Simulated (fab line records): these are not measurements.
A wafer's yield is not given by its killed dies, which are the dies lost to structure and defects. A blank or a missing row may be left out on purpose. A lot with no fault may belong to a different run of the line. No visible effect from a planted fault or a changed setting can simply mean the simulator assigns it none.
8D (eight disciplines) problem report, filled in by code / flow sky130 / the parts of the form that need people (team, actions taken, sign-off) are left out

## 1. WHAT IS WRONG
Wafers without a fault read 22.99 C, standard deviation 0.098; developer_temp_C at SKY_VIA4_DEVELOP_10 reads a mean of 25.33 C on 6 wafers belonging to 2 lots. Relative to the usual mean, that is a shift of +24 standard deviations.
The step: develop time 60 s.
Seen first at day 44 12:04 on litho_track-03, wafer L837.3. Wafers with a number at this step in the record: 18, from 6 lots. The rule behind "out" and "out of limits": a value lying over 4 standard deviations away from the usual mean. All remaining wafers that have a number are taken as sound.

## 2. WHAT IT IS, WHAT IT ISN'T
question=which readings at this step | is=developer_temp_C | is not=chill_plate_temp_C, resist_line_temp_C
question=which lots | is=L837, L839 | is not=L836, L846, L848, L854
question=which wafers of those lots | is=all that have a number | is not=-
question=read on which tools | is=litho_track-03 | is not=litho_track-01, litho_track-04
question=when | is=from day 44 12:04 | is not=up to then (3 sound wafers); but 9 sound wafers of L846, L848, L854 came after

## 3. WHAT RULES OUT EACH SUSPECT
Counting: a tool at a process step up to the reading stays a suspect if it ran every lot that is out and no sound lot after the first of them.
- cmp-02 at SKY_VIA4_CMP_02 (polishes SiO2): ruled out as a lasting fault. Sound lots L846, L848, L854 ran on it after its first lot that is out, L837 (day 43 12:59).
- litho_track-03 at SKY_VIA4_DEVELOP_10 (develop time 60 s): ruled out as a lasting fault. Sound lots L848 ran on it after its first lot that is out, L837 (day 44 12:04).
Left after counting: nothing in the record.

## 4. THE CAUSE (what the simulator had put in)
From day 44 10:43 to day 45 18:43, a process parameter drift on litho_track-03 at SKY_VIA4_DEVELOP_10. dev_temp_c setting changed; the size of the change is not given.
Counting ruled it out, wrongly.

## 5. SEQUENCE OF EFFECTS, ordered by route
One row per reading whose mean, taken over the struck wafers that have a number, lies over 3 standard deviations from the usual. Readings are gone through only where the record gives a usual standard deviation; hours: the median, over the lots, of the time from a lot's start at the first step in this table giving one to that lot's start at this step; sigmas: the change measured in usual standard deviations.
hours=0; step=SKY_VIA4_DEVELOP_10; reading=developer_temp_C; usual=22.99 C; on struck wafers=25.33; change=+2.34; sigmas=+24
Its process steps:
- SKY_VIA4_DEVELOP_10: develop time 60 s.
Later steps that measure or inspect, where all struck wafers having a row at the step show a number for every such reading and not one has moved that far: SKY_VIA4_OVL_MEAS_11.

## 6. HOW IT WOULD HAVE BEEN CAUGHT EARLIER
In this record the first reading out of limits was taken at day 44 12:04, 1 hour after the fault began at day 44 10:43.
